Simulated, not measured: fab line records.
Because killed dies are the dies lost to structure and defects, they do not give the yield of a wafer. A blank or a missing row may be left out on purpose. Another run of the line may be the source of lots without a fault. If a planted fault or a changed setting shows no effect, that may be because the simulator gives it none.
Code-filled problem report in 8D (eight disciplines) form + flow gf180mcu + the parts of the form that need people (team, actions taken, sign-off) are left out

1. THE ISSUE
Wafers without a fault read 141.1 s, standard deviation 0.48; runLengthS at GF_STI_ETCH_13 reads a mean of 134.1 s on 6 wafers belonging to 2 lots. That puts it -15 standard deviations away from the usual mean.
The step: etches the open film in CHF3/O2, stops on Si, target depth 282.31 nm, time 112.9 s.
Earliest sighting: wafer L818.2 on rieDiel-01 at day 3 03:23. Wafers with a number at this step in the record: 36, from 12 lots. By rule, "out" or "out of limits" means more than 4 standard deviations away from the usual mean. The rest of the wafers with a number are treated as sound.

2. WHAT IT IS AND WHAT IT IS NOT
| question                    | is                       | is not                                                                                             |
|-----------------------------|--------------------------|----------------------------------------------------------------------------------------------------|
| which readings at this step | runLengthS, oesProductAu | drypumpMotorCurrentA                                                                               |
| which lots                  | L818, L823               | L813, L814, L816, L817, L827, L831, L832, L834, L835, L836                                         |
| which wafers of those lots  | all that have a number   | -                                                                                                  |
| read on which tools         | rieDiel-01               | rieDiel-04                                                                                         |
| when                        | from day 3 03:23         | up to then (12 sound wafers); but 18 sound wafers of L827, L831, L832, L834, L835, L836 came after |

3. SUSPECTS, AND WHAT RULES EACH OUT
Counting: any tool at a process step up to the reading is kept as a suspect provided that every lot that is out went through it and no sound lot did after the first of them.
- rieDiel-01 at GF_STI_ETCH_13 (etches the open film in CHF3/O2, stops on Si, target depth 282.31 nm, time 112.9 s): ruled out as a lasting fault. The sound lots L835 went through it after L818, its earliest lot that is out (day 3 03:23).
Left after counting: nothing in the record.

4. THE CAUSE (what the simulator had put in)
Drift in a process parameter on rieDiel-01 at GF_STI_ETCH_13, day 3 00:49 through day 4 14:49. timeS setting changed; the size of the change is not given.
Counting ruled it out, wrongly.

5. THE CHAIN OF EFFECTS, in route order
Each row: a reading where the mean over the struck wafers with a number is more than 3 standard deviations away from the usual. Scope: only readings with a usual standard deviation given in the record; hours: median across lots of the time from each lot's start at the first step in this table that gives one to its start at this step; sigmas: change in usual standard deviations.
| hours | step           | reading      | usual      | on struck wafers | change | sigmas |
|-------|----------------|--------------|------------|------------------|--------|--------|
| 0     | GF_STI_ETCH_13 | oesProductAu | 0.832 a.u. | 0.895            | +0.063 | +9.1   |
| 0     | GF_STI_ETCH_13 | runLengthS   | 141.1 s    | 134.1            | -7.0   | -15    |
It contains these process steps:
- GF_STI_ETCH_13: etches the open film in CHF3/O2, stops on Si, target depth 282.31 nm, time 112.9 s.
Later measuring or inspecting steps at which every struck wafer that the step has a row for has a number for every such reading, and none has moved that far: GF_STI_THK_MEAS_24.

6. WHAT WOULD HAVE CAUGHT IT SOONER
First out-of-limits reading in this record: day 3 03:23, which is 3 hours after fault onset at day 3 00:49.
